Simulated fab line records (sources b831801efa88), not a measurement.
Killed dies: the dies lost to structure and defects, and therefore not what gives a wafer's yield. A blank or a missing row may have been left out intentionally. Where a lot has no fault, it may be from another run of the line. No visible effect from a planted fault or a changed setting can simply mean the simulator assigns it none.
The tool behind it: which one? || flow sky130 || 14 lots, 42 wafers sampled, at 3 steps of a route of 708

WHAT THE GAUGES READ, wafer by wafer
SKY_VT_ADJUST_HVTP_CD_MEAS_07: target cd 380 nm. Usual: cd nm at 379.4 nm, with a standard deviation of 2.6.
{"lot": "L630", "measured": "day 6 02:20", "on": "cd sem-01", "cd nm (nm)": "375.5 375.1 378.1", "flag": ""}
{"lot": "L631", "measured": "day 6 08:42", "on": "cd sem-02", "cd nm (nm)": "380.3 379.0 378.9", "flag": ""}
{"lot": "L632", "measured": "day 6 18:20", "on": "cd sem-02", "cd nm (nm)": "382.5 382.4 381.7", "flag": ""}
{"lot": "L633", "measured": "day 6 23:50", "on": "cd sem-02", "cd nm (nm)": "378.0 376.8 378.0", "flag": ""}
{"lot": "L634", "measured": "day 7 05:04", "on": "cd sem-02", "cd nm (nm)": "378.0 378.2 378.1", "flag": ""}
{"lot": "L635", "measured": "day 7 10:11", "on": "cd sem-02", "cd nm (nm)": "375.2 373.5 377.0", "flag": ""}
{"lot": "L636", "measured": "day 7 18:02", "on": "cd sem-01", "cd nm (nm)": "380.6 375.8 379.4", "flag": ""}
{"lot": "L637", "measured": "day 7 22:43", "on": "cd sem-02", "cd nm (nm)": "377.8 377.8 380.4", "flag": ""}
{"lot": "L638", "measured": "day 8 02:40", "on": "cd sem-01", "cd nm (nm)": "377.5 376.0 372.1", "flag": ""}
{"lot": "L639", "measured": "day 8 07:16", "on": "cd sem-02", "cd nm (nm)": "378.6 378.3 379.0", "flag": ""}
{"lot": "L644", "measured": "day 9 15:53", "on": "cd sem-01", "cd nm (nm)": "381.1 382.0 381.8", "flag": ""}
{"lot": "L651", "measured": "day 11 17:14", "on": "cd sem-02", "cd nm (nm)": "384.1 383.6 382.9", "flag": ""}
{"lot": "L652", "measured": "day 11 23:53", "on": "cd sem-02", "cd nm (nm)": "374.8 378.0 376.9", "flag": ""}
{"lot": "L653", "measured": "day 12 05:12", "on": "cd sem-02", "cd nm (nm)": "379.6 382.4 384.0", "flag": ""}

SKY_VT_ADJUST_NCORE_OVL_MEAS_08. Usual: VT_ADJUST_NCORE_OVL 0.1 nm, standard deviation 1.2.
{"lot": "L630", "measured": "day 8 14:35", "on": "overlay-02", "VT_ADJUST_NCORE_OVL (nm)": "-2.3 -3.3 -3.3", "flag": ""}
{"lot": "L631", "measured": "day 8 22:02", "on": "overlay-01", "VT_ADJUST_NCORE_OVL (nm)": "-0.4 0.3 1.1", "flag": ""}
{"lot": "L632", "measured": "day 9 08:01", "on": "overlay-01", "VT_ADJUST_NCORE_OVL (nm)": "-3.2 -0.8 -2.6", "flag": ""}
{"lot": "L633", "measured": "day 9 14:25", "on": "overlay-02", "VT_ADJUST_NCORE_OVL (nm)": "1.6 -0.3 0.7", "flag": ""}
{"lot": "L634", "measured": "day 9 20:01", "on": "overlay-01", "VT_ADJUST_NCORE_OVL (nm)": "0.2 0.0 0.2", "flag": ""}
{"lot": "L635", "measured": "day 10 01:51", "on": "overlay-01", "VT_ADJUST_NCORE_OVL (nm)": "-0.5 0.1 1.6", "flag": ""}
{"lot": "L636", "measured": "day 10 09:48", "on": "overlay-01", "VT_ADJUST_NCORE_OVL (nm)": "0.4 2.1 0.4", "flag": ""}
{"lot": "L637", "measured": "day 10 14:42", "on": "overlay-02", "VT_ADJUST_NCORE_OVL (nm)": "0.7 -0.9 -2.1", "flag": ""}
{"lot": "L638", "measured": "day 10 19:52", "on": "overlay-02", "VT_ADJUST_NCORE_OVL (nm)": "-0.6 -0.7 0.4", "flag": ""}
{"lot": "L639", "measured": "day 11 01:42", "on": "overlay-02", "VT_ADJUST_NCORE_OVL (nm)": "-0.8 -1.2 -1.1", "flag": ""}
{"lot": "L644", "measured": "day 12 12:43", "on": "overlay-02", "VT_ADJUST_NCORE_OVL (nm)": "0.4 -0.6 -1.3", "flag": ""}
{"lot": "L651", "measured": "day 14 18:09", "on": "overlay-01", "VT_ADJUST_NCORE_OVL (nm)": "1.8 3.4 0.0", "flag": ""}
{"lot": "L652", "measured": "day 15 00:36", "on": "overlay-01", "VT_ADJUST_NCORE_OVL (nm)": "1.3 0.8 0.6", "flag": ""}
{"lot": "L653", "measured": "day 15 09:15", "on": "overlay-01", "VT_ADJUST_NCORE_OVL (nm)": "2.4 0.7 0.9", "flag": ""}

SKY_VT_ADJUST_PCH_OVL_MEAS_07. Usual: VT_ADJUST_PCH_OVL 1.3 nm, standard deviation 1.3.
{"lot": "L630", "measured": "day 10 08:50", "on": "overlay-02", "VT_ADJUST_PCH_OVL (nm)": "4.0 2.2 0.6", "flag": ""}
{"lot": "L631", "measured": "day 10 18:49", "on": "overlay-02", "VT_ADJUST_PCH_OVL (nm)": "-0.1 0.7 1.3", "flag": ""}
{"lot": "L632", "measured": "day 11 04:27", "on": "overlay-01", "VT_ADJUST_PCH_OVL (nm)": "-0.7 0.7 -0.9", "flag": ""}
{"lot": "L633", "measured": "day 11 11:06", "on": "overlay-01", "VT_ADJUST_PCH_OVL (nm)": "2.4 0.5 3.8", "flag": ""}
{"lot": "L634", "measured": "day 11 17:50", "on": "overlay-02", "VT_ADJUST_PCH_OVL (nm)": "1.2 0.1 0.0", "flag": ""}
{"lot": "L635", "measured": "day 12 00:53", "on": "overlay-01", "VT_ADJUST_PCH_OVL (nm)": "-1.7 2.0 1.5", "flag": ""}
{"lot": "L636", "measured": "day 12 08:27", "on": "overlay-01", "VT_ADJUST_PCH_OVL (nm)": "0.6 0.2 -0.5", "flag": ""}
{"lot": "L637", "measured": "day 12 13:20", "on": "overlay-02", "VT_ADJUST_PCH_OVL (nm)": "1.8 3.2 3.0", "flag": ""}
{"lot": "L638", "measured": "day 12 18:36", "on": "overlay-02", "VT_ADJUST_PCH_OVL (nm)": "1.5 1.0 1.3", "flag": ""}
{"lot": "L639", "measured": "day 13 00:20", "on": "overlay-02", "VT_ADJUST_PCH_OVL (nm)": "3.4 1.1 2.3", "flag": ""}
{"lot": "L644", "measured": "day 14 12:51", "on": "overlay-01", "VT_ADJUST_PCH_OVL (nm)": "1.5 -0.9 0.1", "flag": ""}
{"lot": "L651", "measured": "day 17 02:29", "on": "overlay-02", "VT_ADJUST_PCH_OVL (nm)": "-0.3 1.0 1.0", "flag": ""}
{"lot": "L652", "measured": "day 17 08:59", "on": "overlay-01", "VT_ADJUST_PCH_OVL (nm)": "-0.6 -1.7 1.2", "flag": ""}
{"lot": "L653", "measured": "day 17 19:00", "on": "overlay-02", "VT_ADJUST_PCH_OVL (nm)": "-0.2 1.8 1.2", "flag": ""}

EACH LOT AND THE TOOL THAT RAN IT (in order: tool; ch and the chambers of the sampled wafers; start)
No process step before these readings appears in the record.

WHAT THE TOOLS THEMSELVES READ (means of the sampled wafers that have a number; where no wafer has one, the mark that the record gives instead)
The record holds no such reading with a usual standard deviation.

THE ANSWER, worked out from the rows above alone
Rule: a lot is off if the mean of its wafers that have a number lies more than 3 standard deviations from the usual mean. Also off: a lot with no number at a reading for which 4 or more lots have one. All remaining lots with rows at the step are treated as sound. After the gauges, taken in route order, come the tools' own readings; for these a lot's mean is taken, as printed above. The first step at which some lot is off is used, and at that step the reading that is off furthest; a lot without a number counts as furthest.
Across all readings shown, no lot is off: no conclusion can be drawn from this.

WHAT THE SIMULATOR HAD PUT IN
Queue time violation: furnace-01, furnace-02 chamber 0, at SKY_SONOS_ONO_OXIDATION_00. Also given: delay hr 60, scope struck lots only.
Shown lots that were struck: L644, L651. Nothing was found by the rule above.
